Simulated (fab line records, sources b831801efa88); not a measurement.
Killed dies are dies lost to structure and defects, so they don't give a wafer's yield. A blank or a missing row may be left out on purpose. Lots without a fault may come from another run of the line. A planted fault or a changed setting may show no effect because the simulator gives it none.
Which tool did it? | flow sky130 | 12 lots, 36 wafers sampled, at 1 step of a route of 708

WHAT THE GAUGES READ, wafer by wafer
SKY_CONTACT_RS_MEAS_25: measures by four-point-probe.
lot  | measured     | on            | CONTACT_W_RS (ohm/sq)
L896 | day 32 08:36 | film_metro-01 | 0.341 0.342 0.338
L898 | day 33 04:25 | film_metro-01 | 0.334 0.340 0.339
L897 | day 33 06:08 | film_metro-04 | 0.333 0.339 0.337
L899 | day 33 12:48 | film_metro-01 | 0.347 0.343 0.339
L900 | day 33 13:56 | film_metro-02 | 0.343 0.342 0.347
L902 | day 34 00:20 | film_metro-01 | 0.337 0.336 0.335
L901 | day 34 03:09 | film_metro-04 | 0.339 0.343 0.342
L903 | day 34 11:55 | film_metro-04 | 0.341 0.341 0.339
L905 | day 35 06:40 | film_metro-04 | 0.345 0.340 0.343
L906 | day 35 11:40 | film_metro-04 | 0.334 0.335 0.336
L910 | day 36 15:23 | film_metro-04 | 0.345 0.345 0.345
L915 | day 37 22:18 | film_metro-04 | 0.339 0.344 0.340

WHICH TOOL RAN EACH LOT (tool, then ch and the chambers of the sampled wafers, then the start)
The record holds no process step before these readings.

WHAT THE TOOLS THEMSELVES READ (means of the sampled wafers that have a number; where no wafer has one, the mark that the record gives instead)
The record holds no such reading with a usual standard deviation.

THE ANSWER, worked out from the rows above alone
Rule: what is usual is taken from the lots themselves. Put in order of their means at a reading, lots are off if they are a third of the lots or fewer, leave a main group of 4 or more, and stand apart from it by a gap of 3 or more times the standard deviation of the main group's means; of several such gaps the widest counts. A main group whose means are all the same, to the digits that the tables above print for the reading, isn't used. A lot without any number at a reading at which 4 lots or more have one is off too. The other lots that the step has rows for count as sound. The gauges are gone through in route order, then the tools' own readings, and for those a lot's mean is taken as printed above. The first step at which some lot is off is used, and at that step the reading that is off furthest; a lot without a number counts as furthest.
No lot is off at any reading shown: from this, nothing can be told.

WHAT THE SIMULATOR HAD PUT IN
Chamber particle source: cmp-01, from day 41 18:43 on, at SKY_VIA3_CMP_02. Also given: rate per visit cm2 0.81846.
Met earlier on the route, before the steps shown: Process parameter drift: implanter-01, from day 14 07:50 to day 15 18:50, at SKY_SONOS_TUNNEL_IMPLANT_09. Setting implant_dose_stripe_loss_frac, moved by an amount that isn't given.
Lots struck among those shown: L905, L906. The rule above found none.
